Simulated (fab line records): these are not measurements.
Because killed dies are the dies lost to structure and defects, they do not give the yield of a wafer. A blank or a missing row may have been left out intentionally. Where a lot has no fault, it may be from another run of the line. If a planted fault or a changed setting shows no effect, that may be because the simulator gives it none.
Split-lot study | flow gf180mcu | 5 lots, 23 wafers read, on a route of 602 steps

## SPLIT DETAILS
At GF_HV_LDD_IMPLANT_48, the setting dose cm2 was moved away from the recipe's 3e+13 on 5 of the 23 wafers read, by -5.6% to +6.7%. For the rest of the wafers, this setting stayed at what the recipe calls for.

## FROM THE SPLIT ON TO THE READING: in between, the file shows 1 step
- GF_HV_LDD_STRIP_49: strips in O2/N2

## THE READING
HV_LDD_4_TW, at GF_HV_LDD_TW_MEAS_50. Fault-free wafers of this fab line usually give 576, standard deviation 5.8.

wafer  | tool, chamber at the split | dose cm2 as run | against the recipe | HV_LDD_4_TW | against lot-mates on the recipe
L080.1 | implanter-04, 0            | 3e+13           | recipe             | 573         | -
L080.2 | implanter-04, 0            | 3e+13           | recipe             | 577         | -
L080.3 | implanter-04, 0            | 2.832e+13       | -5.6%              | 567         | -8
L080.5 | implanter-04, 0            | 2.832e+13       | -5.6%              | 567         | -8
L080.6 | implanter-04, 0            | 3e+13           | recipe             | 574         | -
L082.1 | implanter-01, 0            | 3e+13           | recipe             | 578         | -
L082.3 | implanter-01, 0            | 3e+13           | recipe             | 575         | -
L082.4 | implanter-01, 0            | 3e+13           | recipe             | 574         | -
L082.5 | implanter-01, 0            | 3e+13           | recipe             | 575         | -
L082.6 | implanter-01, 0            | 3e+13           | recipe             | 579         | -
L083.2 | implanter-01, 0            | 3e+13           | recipe             | 574         | -
L083.3 | implanter-01, 0            | 3.202e+13       | +6.7%              | 586         | +11
L083.4 | implanter-01, 0            | 3e+13           | recipe             | 576         | -
L083.5 | implanter-01, 0            | 3.202e+13       | +6.7%              | 588         | +13
L083.6 | implanter-01, 0            | 3.202e+13       | +6.7%              | 587         | +12
L084.3 | implanter-02, 0            | 3e+13           | recipe             | 578         | -
L084.4 | implanter-02, 0            | 3e+13           | recipe             | 580         | -
L084.6 | implanter-02, 0            | 3e+13           | recipe             | 577         | -
L085.2 | implanter-04, 0            | 3e+13           | recipe             | 577         | -
L085.3 | implanter-04, 0            | 3e+13           | recipe             | 577         | -
L085.4 | implanter-04, 0            | 3e+13           | recipe             | 577         | -
L085.5 | implanter-04, 0            | 3e+13           | recipe             | 577         | -
L085.6 | implanter-04, 0            | 3e+13           | recipe             | 576         | -

FIT RESULTS
A straight line over all 23 wafers: HV_LDD_4_TW changes by +1.61 for each +1% of dose cm2; r = +0.94; the points scatter about the line by 1.7.
The same after taking each lot's own level away (the mean of its wafers on the recipe; 23 wafers): +1.64 for each +1%; r = +0.96; scatter 1.4.
Per that fit: largest dose cm2 move, reading shift of 11.
From 574.7 to 578.3: that is the span of the lots' own levels, equal to 0.6 times the standard deviation above.
So the lot-to-lot level changes the slope little: the two slopes agree.
Check: with one of the wafers moved furthest among these (+6.7%) left out of the fit, the line predicts +11.4 for it against its lot-mates. Against them it came out at +11.

## THESE WAFERS: OTHER SPLITS
Before the reading, these wafers also passed through other splits. Each is held against what the fit with the lots' levels taken away leaves over:
other split on the same wafers | wafers away from the commonest value | r with HV_LDD_4_TW (lot level and that fit taken away)
GF_HV_LDD_IMPLANT_21 dose cm2  | 5                                    | +0.13

## THE FILE'S OWN FIT
HV_LDD_4_TW changes by +1.65 for each +1% of dose cm2, r = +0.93.
